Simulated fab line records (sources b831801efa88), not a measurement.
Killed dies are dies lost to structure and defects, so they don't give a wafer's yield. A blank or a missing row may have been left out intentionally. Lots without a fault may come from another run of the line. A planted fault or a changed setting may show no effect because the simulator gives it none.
fab line records    flow gf180mcu
record: lots: 13  wafers: 38  lastDay: 34
route steps=602 shown VT_IMPLANT@110 HV_LDD@214 NSD@237 SALICIDE@284
lots that met no fault: taken from a fault-free run of the same line
startH: the number of hours between the record's first day and the start of the first shown wafer of the lot    waitH: time in hours since the lot's previous step    " the same as in the row above    L1.1+2: several wafers, shown together as one row    - value missing, or start not given    * or withheld: withheld    < > ~ a bound
route shown NAME@n: a module of which the file shows steps, and the number in the route of the first    usual: average and standard deviation across the fault-free wafers    same: alike in all rows    chamber/n: place in a boat    sites: per-site readings    _std_site: standard deviation across them    _edge_site: the outer-site mean with the inner-site mean subtracted    radiusMm: for every site, how far away it sits from the centre of the wafer    mask NAME#n: copy n    behind: the tool/chamber that last shaped the wafer    hold: reason for holding the lot/hours on hold/outcome of the hold    device: which transistor (n, p or np) failed to switch    end of line: tests run on the same wafers once the route is complete    for a step that has no rows: nothing shown but its recipe    killed: at the first sort, the dies lost to defects and structure; wafer yield is something else    map: the dies of a wafer, with x for killed, . for not killed, _ for no die there
set.NAME: the run value of the setting; set.NAME@STEP: its run value at that earlier step    model.NAME: the simulator's own value behind a step, which no gauge read
route steps across a sampled set of lots; one table per step, one row per wafer
services: when a tool's chamber went out of use (startH, in hours from the record's first day, below 0 if earlier), for how many hours, and the reason
== steps ==
step: GF_VT_IMPLANT_STRIP_20
recipe: chemistry: O2/N2  powerW: 1400  pressureMtorr: 1500  platenTempC: 250  o2FlowSccm: 3000  n2FlowSccm: 300  overashFraction: 0.5
usual: drypumpMotorCurrentA: 6.10/0.2  heaterPowerW: 339/21  oesProductAu: 0.716/0.0047  stripTimeToEndpointS: 12.62/0.039
lot.wafer  tool            chamber  startH  waitH  drypumpMotorCurrentA  heaterPowerW  oesProductAu  rfHoursCounterH  stripTimeToEndpointS
L994.1     plasmaAsher-02  1        127.11  0.1    6.13                  324           0.719         33               12.57
L994.3     "               1        "       "      6.13                  332           0.719         -                12.62
L994.6     "               1        "       "      6.16                  332           0.711         -                12.58
L995.3     plasmaAsher-02  0        133.98  0.1    6.23                  343           0.714         -                12.65
L995.4     "               1        "       "      6.12                  331           0.721         -                12.65
L995.6     "               0        "       "      6.25                  342           0.723         -                12.68
L998.1     plasmaAsher-02  1        153.14  0.1    6.13                  325           0.709         36               12.70
L998.2     "               0        "       "      6.26                  350           0.713         36               12.64
L998.4     "               0        "       "      6.24                  337           0.711         -                12.65
L100.3     plasmaAsher-04  0        166.56  0.1    5.84                  351           0.718         -                12.59
L100.4     "               1        "       "      6.23                  306           0.726         -                12.59
L100.5     "               0        "       "      5.86                  361           0.717         -                12.58
L101.1     plasmaAsher-02  0        171.01  0.1    6.23                  347           0.721         37               12.57
L101.3     "               0        "       "      6.26                  332           0.717         -                12.59
L101.5     "               0        "       "      6.23                  343           0.715         -                12.58
L102.1     plasmaAsher-03  1        178.96  0.1    6.29                  370           0.711         7                12.58
L102.5     "               1        "       "      6.32                  376           0.712         -                12.59
L102.6     "               0        "       "      5.74                  336           0.718         -                12.58
L103.3     plasmaAsher-02  1        185.03  0.1    6.14                  327           0.715         -                12.59
L103.4     "               0        "       "      6.26                  338           0.727         -                12.57
L103.6     "               1        "       "      6.13                  328           0.721         -                12.59
L105.2     plasmaAsher-02  1        195.24  0.1    6.17                  326           0.716         39               12.64
L105.4     "               0        "       "      6.23                  331           0.713         -                12.65
L105.5     "               1        "       "      6.18                  332           0.711         -                12.64
L107.1     plasmaAsher-04  0        208.44  0.1    5.86                  355           0.715         57               12.57
L107.3     "               0        "       "      5.85                  342           0.723         -                12.54
L107.5     "               0        "       "      5.85                  349           0.720         -                12.59
L109.4     plasmaAsher-04  0        223.36  0.1    5.83                  347           0.717         -                12.60
L109.5     "               1        "       "      6.21                  312           0.719         -                12.63
L109.6     "               0        "       "      5.85                  356           0.720         -                12.64
L113.3     plasmaAsher-04  1        250.51  0.1    6.22                  315           0.717         -                12.62
L113.5     "               1        "       "      6.21                  311           0.722         -                12.57
L114.2     plasmaAsher-02  1        254.71  0.1    6.17                  328           0.711         45               12.62
L114.4     "               0        "       "      6.22                  342           0.725         -                12.66
L114.5     "               0        "       "      6.22                  336           0.717         -                12.67
L116.3     plasmaAsher-03  0        266.39  0.1    5.76                  341           0.712         -                12.59
L116.4     "               1        "       "      6.34                  386           0.722         -                12.57
L116.5     "               0        "       "      5.77                  331           0.719         -                12.53
step: GF_HV_LDD_TW_MEAS_38
usual: HV_LDD_3_TW: 1434/11
lot.wafer  tool          chamber  startH  waitH  HV_LDD_3_TW
L994.1     filmMetro-04  -        256.60  0.1    1420
L994.3     "             -        "       "      1421
L994.6     "             -        "       "      1423
L995.3     filmMetro-04  -        264.40  0.1    1427
L995.4     "             -        "       "      1435
L995.6     "             -        "       "      1426
L998.1     filmMetro-01  -        289.91  0.1    1447
L998.2     "             -        "       "      1446
L998.4     "             -        "       "      1440
L100.3     filmMetro-01  -        303.85  0.1    1441
L100.4     "             -        "       "      1434
L100.5     "             -        "       "      1442
L101.1     filmMetro-03  -        311.36  0.1    1449
L101.3     "             -        "       "      1444
L101.5     "             -        "       "      1444
L102.1     filmMetro-01  -        319.61  0.1    1441
L102.5     "             -        "       "      1443
L102.6     "             -        "       "      1442
L103.3     filmMetro-03  -        326.55  0.1    1437
L103.4     "             -        "       "      1439
L103.6     "             -        "       "      1436
L105.2     filmMetro-04  -        337.79  0.1    1423
L105.4     "             -        "       "      1427
L105.5     "             -        "       "      1427
L107.1     filmMetro-03  -        354.08  0.1    1437
L107.3     "             -        "       "      1448
L107.5     "             -        "       "      1441
L109.4     filmMetro-03  -        384.59  0.1    1430
L109.5     "             -        "       "      1433
L109.6     "             -        "       "      1444
L113.3     filmMetro-01  -        417.92  0.1    1446
L113.5     "             -        "       "      1453
L114.2     filmMetro-03  -        418.21  0.1    1427
L114.4     "             -        "       "      1430
L114.5     "             -        "       "      1433
L116.3     filmMetro-03  -        428.97  0.1    1426
L116.4     "             -        "       "      1434
L116.5     "             -        "       "      1433
step: GF_NSD_COAT_02
recipe: resist: NOVOLAK  spinRpm: 3000  resistThkNm: 1000
lot.wafer   tool           chamber  startH  waitH
L994.1+3+6  lithoTrack-04  0        289.32  0.1
L995.3+4+6  lithoTrack-01  0        296.60  0.1
L998.1+2+4  lithoTrack-01  0        322.80  0.1
L100.3+4+5  lithoTrack-02  0        337.68  0.1
L101.1+3+5  lithoTrack-04  0        344.37  0.1
L102.1+5+6  lithoTrack-04  0        352.07  0.1
L103.3+4+6  lithoTrack-01  0        359.35  0.1
L105.2+4+5  lithoTrack-04  0        372.90  0.1
L107.1+3+5  lithoTrack-04  0        388.87  0.1
L109.4+5+6  lithoTrack-01  0        423.18  0.1
L113.3+5    lithoTrack-01  0        456.65  0.1
L114.2+4+5  lithoTrack-01  0        458.43  0.1
L116.3+4+5  lithoTrack-04  0        470.22  0.1
step: GF_NSD_STRIP_11
recipe: chemistry: O2/N2  powerW: 1400  pressureMtorr: 1500  platenTempC: 250  o2FlowSccm: 3000  n2FlowSccm: 300  overashFraction: 0.5
usual: drypumpMotorCurrentA: 6.12/0.2  heaterPowerW: 339/20  oesProductAu: 0.487/0.0041  stripTimeToEndpointS: 22.95/0.034
lot.wafer  tool            chamber  startH  waitH  drypumpMotorCurrentA  heaterPowerW  oesProductAu  rfHoursCounterH  stripTimeToEndpointS
L994.1     plasmaAsher-02  0        299.31  0.1    6.25                  335           0.484         50               22.92
L994.3     "               1        "       "      6.14                  332           0.487         -                22.97
L994.6     "               1        "       "      6.16                  332           0.481         -                22.95
L995.3     plasmaAsher-02  1        307.96  0.2    6.12                  329           0.485         -                22.96
L995.4     "               0        "       "      6.23                  346           0.484         -                22.96
L995.6     "               1        "       "      6.14                  325           0.488         -                22.95
L998.1     plasmaAsher-04  0        333.24  0.1    5.85                  347           0.491         70               22.98
L998.2     "               1        "       "      6.23                  309           0.487         70               22.95
L998.4     "               1        "       "      6.22                  313           0.490         -                23.02
L100.3     plasmaAsher-04  1        349.42  0.1    6.23                  315           0.480         -                22.99
L100.4     "               0        "       "      5.87                  349           0.495         -                22.99
L100.5     "               0        "       "      5.85                  350           0.482         -                23.00
L101.1     plasmaAsher-03  0        356.18  0.1    5.74                  340           0.488         25               23.03
L101.3     "               1        "       "      6.30                  385           0.483         -                22.96
L101.5     "               0        "       "      5.74                  338           0.488         -                22.99
L102.1     plasmaAsher-03  1        363.11  0.1    6.35                  381           0.490         26               22.91
L102.5     "               0        "       "      5.77                  333           0.483         -                22.91
L102.6     "               1        "       "      6.37                  374           0.490         -                22.93
L103.3     plasmaAsher-02  1        371.46  0.1    6.15                  333           0.489         -                22.94
L103.4     "               0        "       "      6.25                  345           0.482         -                22.92
L103.6     "               0        "       "      6.27                  337           0.496         -                22.93
L105.2     plasmaAsher-03  1        384.33  0.1    6.31                  378           0.490         28               22.92
L105.4     "               1        "       "      6.33                  378           0.485         -                22.92
L105.5     "               0        "       "      5.77                  337           0.490         -                22.93
L107.1     plasmaAsher-04  1        400.73  0.1    6.23                  304           0.489         77               22.97
L107.3     "               1        "       "      6.23                  316           0.493         -                22.97
L107.5     "               0        "       "      5.84                  344           0.489         -                22.98
L109.4     plasmaAsher-04  1        435.54  0.1    6.23                  310           0.484         -                22.97
L109.5     "               1        "       "      6.23                  306           0.477         -                22.95
L109.6     "               0        "       "      5.83                  353           0.488         -                22.99
L113.3     plasmaAsher-02  0        469.47  0.1    6.23                  346           0.495         -                23.42
L113.5     "               1        "       "      6.16                  328           0.488         -                23.01
L114.2     plasmaAsher-03  0        471.14  0.1    5.73                  334           0.491         38               22.92
L114.4     "               1        "       "      6.37                  385           0.485         -                23.34
L114.5     "               0        "       "      5.76                  341           0.486         -                22.93
L116.3     plasmaAsher-03  0        482.66  0.1    5.73                  338           0.479         -                22.92
L116.4     "               1        "       "      6.36                  381           0.486         -                22.91
L116.5     "               0        "       "      5.75                  337           0.491         -                22.93
step: GF_SALICIDE_RTA_06
recipe: tempC: 530  timeS: 30  ambient: N2
usual: lampPowerPct: 6.4/0.68  wafer_temp_C_max: 533.3/0.81
lot.wafer  tool          chamber  startH  waitH  lampPowerPct  wafer_temp_C_max
L994.1     rtpAnneal-01  0        341.52  0.1    6.9           533.0
L994.3     "             0        "       "      6.9           532.9
L994.6     "             0        "       "      6.9           532.7
L995.3     rtpAnneal-01  0        349.21  0.1    6.9           532.3
L995.4     "             0        "       "      6.9           533.1
L995.6     "             0        "       "      6.9           533.2
L998.1     rtpAnneal-02  0        380.34  0.1    5.6           533.3
L998.2     "             0        "       "      5.6           535.3
L998.4     "             0        "       "      5.6           533.4
L100.3     rtpAnneal-01  0        392.08  0.1    6.9           532.8
L100.4     "             0        "       "      6.9           534.2
L100.5     "             0        "       "      6.9           532.4
L101.1     rtpAnneal-01  0        400.98  0.1    6.9           533.4
L101.3     "             0        "       "      6.9           533.3
L101.5     "             0        "       "      6.9           532.9
L102.1     rtpAnneal-01  0        407.88  0.1    6.9           533.2
L102.5     "             0        "       "      6.9           534.0
L102.6     "             0        "       "      6.9           532.1
L103.3     rtpAnneal-02  0        417.16  0.1    5.6           535.3
L103.4     "             0        "       "      5.5           534.1
L103.6     "             0        "       "      5.5           535.0
L105.2     rtpAnneal-01  0        432.53  0.1    6.9           533.0
L105.4     "             0        "       "      6.9           532.6
L105.5     "             0        "       "      6.9           532.7
L107.1     rtpAnneal-02  0        449.33  0.1    5.6           532.9
L107.3     "             0        "       "      5.6           533.0
L107.5     "             0        "       "      5.5           533.8
L109.4     rtpAnneal-02  0        484.73  0.1    5.6           533.2
L109.5     "             0        "       "      5.6           533.9
L109.6     "             0        "       "      5.6           534.5
L113.3     rtpAnneal-01  0        518.21  0.1    6.9           532.4
L113.5     "             0        "       "      6.9           532.3
L114.2     rtpAnneal-01  0        519.45  0.1    6.9           532.7
L114.4     "             0        "       "      6.9           533.8
L114.5     "             0        "       "      6.9           532.6
L116.3     rtpAnneal-01  0        530.51  0.1    6.9           532.1
L116.4     "             0        "       "      6.9           533.4
L116.5     "             0        "       "      6.9           532.1
== services ==
tool            chamber  startH  hours  kind
plasmaAsher-03  -        108.77  9.0    pm
plasmaAsher-03  0        108.77  9.0    ventCycle
plasmaAsher-03  1        108.77  9.0    ventCycle
plasmaAsher-03  0        117.77  -      clean
plasmaAsher-03  1        117.77  -      clean
rtpAnneal-02    -        141.22  3.3    pm
plasmaAsher-02  -        156.56  6.9    repair
plasmaAsher-04  -        175.62  7.5    repair
plasmaAsher-03  -        240.12  0.8    repair
plasmaAsher-03  -        268.58  0.4    repair
lithoTrack-01   -        305.56  -      consumableReplace:filter
plasmaAsher-02  -        354.12  2.8    pm
plasmaAsher-03  -        391.87  0.7    repair
plasmaAsher-04  -        404.46  0.7    repair
plasmaAsher-04  -        421.25  9.0    pm
plasmaAsher-04  0        421.25  9.0    ventCycle
plasmaAsher-04  1        421.25  9.0    ventCycle
plasmaAsher-04  0        430.25  -      clean
plasmaAsher-04  1        430.25  -      clean
plasmaAsher-02  -        498.68  1.3    repair
plasmaAsher-04  -        510.31  9.6    repair
plasmaAsher-03  -        515.50  14.6   pm
== key ==
firstSign: step: GF_NSD_STRIP_11  reading: stripTimeToEndpointS  direction: up  sigmas: 13  usual: *  struck: *
effect none on later readings
metAt GF_NSD_COAT_02
struckLots L113,L114
struckWafers L113.3,L114.4
testerLeftOut L113,L114
notActingAt GF_VT_IMPLANT_STRIP_20,GF_HV_LDD_TW_MEAS_38,GF_SALICIDE_RTA_06
onsetBetween 423.18 456.65
fault: kind: processParameterDrift  tool: lithoTrack-01  chamber: -  onsetH: 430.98  steps: GF_NSD_COAT_02  channel: resistThkNm  offset: *  shape: step  endH: 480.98  scope: struckWafersOnly  actsIn: *  stated: *
testerLeftOut: of these lots the tester's yield and bins aren't shown, on N5 and GAA mostly nor the transistor test; their killed dies are dies lost to structure and defects alone, not to doping, threshold or leakage, so they don't give the yield
